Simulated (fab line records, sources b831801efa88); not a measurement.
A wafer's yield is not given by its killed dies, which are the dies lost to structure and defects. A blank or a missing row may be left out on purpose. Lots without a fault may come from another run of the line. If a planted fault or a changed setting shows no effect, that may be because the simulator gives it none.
fab line records	flow sky130	part 2 of 2: steps 35 to 42 of 42
record lots=5	wafers=15	last_day=51
route steps=708 shown GATE_OXIDE@192 POLY_GATE@204 RES_PROTECT@206
lots untouched by any fault: they come from a run of this same line in which no faults occurred
start_h: the number of hours between the record's first day and the start of the first shown wafer of the lot	wait_h: how many hours have passed since the lot's step before this one	" the same as in the row above	L1.1+2: one row covering several wafers at once	- no value present, or no start provided	* or withheld: withheld	< > ~ a bound
route shown NAME@n: NAME is a module with steps in the file, n the number in the route of the first one	usual: average and standard deviation across the fault-free wafers	same: alike in all rows	chamber/n: place in a boat	sites: readings site by site	_std_site: their standard deviation	_edge_site: the outer-site mean with the inner-site mean subtracted	radius_mm: for every site, how far away it sits from the centre of the wafer	mask NAME#n: copy n	behind: tool/chamber where the wafer was last shaped	hold: reason for holding the lot/hours on hold/outcome of the hold	device: the transistor (n, p or np) that didn't switch	end of line: the tests these same wafers got at the end of their route	for a step that has no rows: nothing shown but its recipe	killed: not the wafer's yield, but the dies lost to structure and defects at the first sort	map: per-die view of a wafer (x killed, . not killed, _ where there is no die)
set.NAME: the setting the step ran with; set.NAME@STEP: the setting that earlier step ran with	model.NAME: the simulator's own value behind a step, which no gauge read
lots at selected steps of the route; one table per step, one row per wafer
services: when a tool's chamber went out of use (start_h, in hours from the record's first day, below 0 if earlier), for how many hours, and the reason
## steps
# step SKY_POLY_GATE_DEVELOP_12
# recipe develop_time_s=60	resist=KrF-thick	dev_temp_c=21
lot.wafer	tool	chamber	start_h	wait_h
L079.2+5+6	litho_track-04	0	-	-
L080.1+5+6	litho_track-04	0	-	-
L087.2+4+6	litho_track-03	0	-	-
L091.1+2+5	litho_track-01	0	-	-
L097.2+4+5	litho_track-03	0	-	-
# step SKY_POLY_GATE_CD_MEAS_13
# recipe target_cd_nm=150
# usual cd_nm=149.9/1.6
lot.wafer	tool	chamber	start_h	wait_h	cd_nm
L079.2	cd_sem-01	-	412.01	-	148.0
L079.5	"	-	"	"	149.2
L079.6	"	-	"	"	149.1
L080.1	cd_sem-02	-	421.14	-	149.0
L080.5	"	-	"	"	147.7
L080.6	"	-	"	"	147.0
L087.2	cd_sem-02	-	485.32	-	150.0
L087.4	"	-	"	"	150.7
L087.6	"	-	"	"	150.4
L091.1	cd_sem-01	-	517.98	-	149.8
L091.2	"	-	"	"	151.0
L091.5	"	-	"	"	150.5
L097.2	cd_sem-02	-	586.82	-	150.4
L097.4	"	-	"	"	152.2
L097.5	"	-	"	"	152.6
# step SKY_POLY_GATE_OVL_MEAS_14
# usual POLY_GATE_OVL=3/4.5
lot.wafer	tool	chamber	start_h	wait_h	POLY_GATE_OVL[nm]
L079.2	overlay-01	-	412.11	0.1	11
L079.5	"	-	"	"	4
L079.6	"	-	"	"	5
L080.1	overlay-02	-	421.26	0.1	5
L080.5	"	-	"	"	-3
L080.6	"	-	"	"	2
L087.2	overlay-01	-	485.42	0.1	5
L087.4	"	-	"	"	5
L087.6	"	-	"	"	2
L091.1	overlay-02	-	518.10	0.1	10
L091.2	"	-	"	"	7
L091.5	"	-	"	"	9
L097.2	overlay-02	-	586.92	0.1	8
L097.4	"	-	"	"	0
L097.5	"	-	"	"	7
# step SKY_POLY_GATE_ETCH_15
# recipe chemistry=N2/H2	target=BARC	ion_energy_ev=200	source_w=500	bias_w=100	pressure_mtorr=30	n2_flow_sccm=100	h2_flow_sccm=200	stop_on=SiO2	time_s=118.5	target_depth_a=1100
# usual drypump_motor_current_A=5.7/0.43	oes_product_au=0.717/0.0045	throttle_valve_pct=13.214/0.0092
lot.wafer	tool	chamber	start_h	wait_h	drypump_motor_current_A	oes_product_au	rf_hours_counter_h	throttle_valve_pct
L079.2	rie_diel-04	3	412.14	0.0	5.6	0.711	93	13.233
L079.5	"	3	"	"	5.6	0.719	-	13.228
L079.6	"	2	"	"	5.4	0.719	-	13.204
L080.1	rie_diel-04	3	421.29	0.0	5.6	0.716	93	13.201
L080.5	"	3	"	"	5.7	0.716	-	13.213
L080.6	"	2	"	"	5.4	0.720	-	13.200
L087.2	rie_diel-03	3	485.45	0.0	6.3	0.718	33	13.208
L087.4	"	1	"	"	5.1	0.721	-	13.189
L087.6	"	3	"	"	6.3	0.714	-	13.210
L091.1	rie_diel-01	1	518.14	0.0	5.9	0.716	7	13.236
L091.2	"	3	"	"	5.9	0.713	32	13.204
L091.5	"	2	"	"	5.9	0.710	-	13.216
L097.2	rie_diel-01	3	586.95	0.0	5.9	0.713	33	13.206
L097.4	"	2	"	"	5.9	0.714	14	13.213
L097.5	"	3	"	"	5.9	0.719	-	13.223
# step SKY_POLY_GATE_ETCH_16
# recipe stop_on=poly-Si	chemistry=CH3F/O2	target=Si3N4	source_w=400	bias_w=80	pressure_mtorr=25	ch3f_flow_sccm=40	O2_flow_sccm=30	time_s=147.5	target_depth_a=750
# usual drypump_motor_current_A=5.7/0.43	oes_product_au=0.641/0.0052	throttle_valve_pct=10.536/0.0097
lot.wafer	tool	chamber	start_h	wait_h	drypump_motor_current_A	oes_product_au	rf_hours_counter_h	throttle_valve_pct
L079.2	rie_diel-04	3	412.23	0.0	5.6	0.634	93	10.549
L079.5	"	3	"	"	5.6	0.637	-	10.527
L079.6	"	2	"	"	5.4	0.640	-	10.536
L080.1	rie_diel-04	3	421.38	0.0	5.6	0.640	93	10.555
L080.5	"	3	"	"	5.7	0.643	-	10.538
L080.6	"	2	"	"	5.4	0.640	-	10.538
L087.2	rie_diel-03	3	485.53	0.0	6.2	0.639	33	10.533
L087.4	"	1	"	"	5.1	0.643	-	10.523
L087.6	"	3	"	"	6.2	0.637	-	10.543
L091.1	rie_diel-01	1	518.22	0.0	5.9	0.637	7	10.539
L091.2	"	3	"	"	5.9	0.634	32	10.551
L091.5	"	2	"	"	5.9	0.635	-	10.536
L097.2	rie_diel-01	3	587.03	0.0	5.9	0.642	33	10.534
L097.4	"	2	"	"	5.9	0.648	14	10.547
L097.5	"	3	"	"	5.9	0.634	-	10.541
# step SKY_POLY_GATE_ETCH_17
# recipe target_depth_nm=180	stop_on=SiO2	over_etch_frac=0.56667	chemistry=HBr/Cl2	target=poly-Si	icp_w=400	bias_w=100	pressure_mtorr=10	HBr_flow_sccm=150	Cl2_flow_sccm=50	time_s=70.5
# usual drypump_motor_current_A=5.8/0.41	mfc_cl2_sccm=50.01/0.14	oes_product_au=0.985/0.0098	throttle_valve_pct=33.683/0.0083
lot.wafer	tool	chamber	start_h	wait_h	drypump_motor_current_A	mfc_cl2_sccm	oes_product_au	rf_hours_counter_h	throttle_valve_pct
L079.2	rie_si-02	2	412.32	0.0	5.7	49.93	0.987	4	33.681
L079.5	"	2	"	"	5.7	49.99	0.985	-	33.665
L079.6	"	1	"	"	6.2	50.11	0.991	-	33.680
L080.1	rie_si-01	2	421.47	0.0	6.0	49.88	0.983	41	33.687
L080.5	"	0	"	"	6.2	50.08	0.989	-	33.692
L080.6	"	3	"	"	5.7	49.97	0.983	-	33.692
L087.2	rie_si-01	0	485.63	0.0	6.2	49.87	0.979	2	33.680
L087.4	"	2	"	"	6.0	50.08	0.992	-	33.683
L087.6	"	1	"	"	5.5	49.89	0.969	-	33.671
L091.1	rie_si-01	2	518.32	0.0	6.0	50.10	0.977	41	33.694
L091.2	"	3	"	"	5.7	49.92	0.972	0	33.694
L091.5	"	0	"	"	6.2	50.10	0.975	-	33.690
L097.2	rie_si-01	0	587.13	0.0	6.2	50.09	0.991	2	33.704
L097.4	"	2	"	"	6.0	49.85	0.992	0	33.682
L097.5	"	0	"	"	6.2	50.03	0.988	-	33.688
# step SKY_POLY_GATE_STRIP_18
# recipe chemistry=O2/N2	power_w=1400	pressure_mtorr=1500	platen_temp_c=withheld	o2_flow_sccm=3000	n2_flow_sccm=300	overash_fraction=0.5
# usual drypump_motor_current_A=5.5/0.49	oes_product_au=0.360/0.0046	strip_time_to_endpoint_s=3.16/0.057
lot.wafer	tool	chamber	start_h	wait_h	drypump_motor_current_A	oes_product_au	rf_hours_counter_h	strip_time_to_endpoint_s
L079.2	plasma_asher-04	1	412.38	0.0	5.1	0.353	72	3.13
L079.5	"	0	"	"	5.2	0.352	-	3.14
L079.6	"	1	"	"	5.1	0.361	-	3.16
L080.1	plasma_asher-01	0	421.53	0.0	5.3	0.356	29	3.15
L080.5	"	1	"	"	6.1	0.355	-	3.11
L080.6	"	0	"	"	5.3	0.363	-	3.15
L087.2	plasma_asher-02	1	485.69	0.0	5.1	0.359	78	3.13
L087.4	"	0	"	"	6.2	0.358	-	3.09
L087.6	"	0	"	"	6.2	0.345	-	3.13
L091.1	plasma_asher-02	0	518.38	0.0	6.2	0.360	81	3.24
L091.2	"	1	"	"	5.1	0.363	81	3.26
L091.5	"	1	"	"	5.1	0.358	-	3.26
L097.2	plasma_asher-01	0	587.19	0.0	5.3	0.359	46	3.22
L097.4	"	1	"	"	6.2	0.366	-	3.26
L097.5	"	1	"	"	6.1	0.358	-	3.20
# step SKY_POLY_GATE_CLEAN_19
# recipe chemistry=SC1/SC2	mix=1:4:20	temp_c=70	time_s=150	dry=n2_spin
lot.wafer	tool	chamber	start_h	wait_h
L079.2+5+6	wet_bench-03	1	412.48	0.1
L080.1+5+6	wet_bench-01	0	421.63	0.1
L087.2+4+6	wet_bench-04	1	485.79	0.1
L091.1+2+5	wet_bench-01	1	518.48	0.1
L097.2+4+5	wet_bench-03	2	587.29	0.1
## services
tool	chamber	start_h	hours	kind
krf_scanner-01	-	314.16	0.8	pm
rie_si-01	1	322.14	2.5	repair
rie_diel-01	1	327.04	1.5	repair
rie_diel-01	0	331.30	21.4	repair
iline_stepper-01	-	341.13	1.7	pm
krf_scanner-01	-	341.28	1.3	pm
rie_diel-04	-	347.94	0.4	repair
krf_scanner-01	-	362.39	5.8	repair
rie_diel-04	-	382.58	0.5	repair
rie_diel-04	0	386.07	5.8	repair
plasma_asher-02	-	389.29	1.5	repair
rie_diel-04	2	391.69	4.6	repair
krf_scanner-01	-	398.83	1.0	pm
krf_scanner-01	-	401.39	1.3	repair
rie_diel-04	1	407.98	1.2	repair
krf_scanner-01	-	421.52	4.4	pm
krf_scanner-01	-	436.08	0.2	repair
krf_scanner-01	-	455.38	6.4	repair
krf_scanner-01	-	482.96	0.8	pm
krf_scanner-01	-	517.09	1.3	pm
lpcvd-01	-	560.93	0.7	repair
plasma_asher-01	-	562.07	1.5	repair
krf_scanner-01	-	567.83	1.0	pm
lpcvd-01	-	572.12	14.6	pm
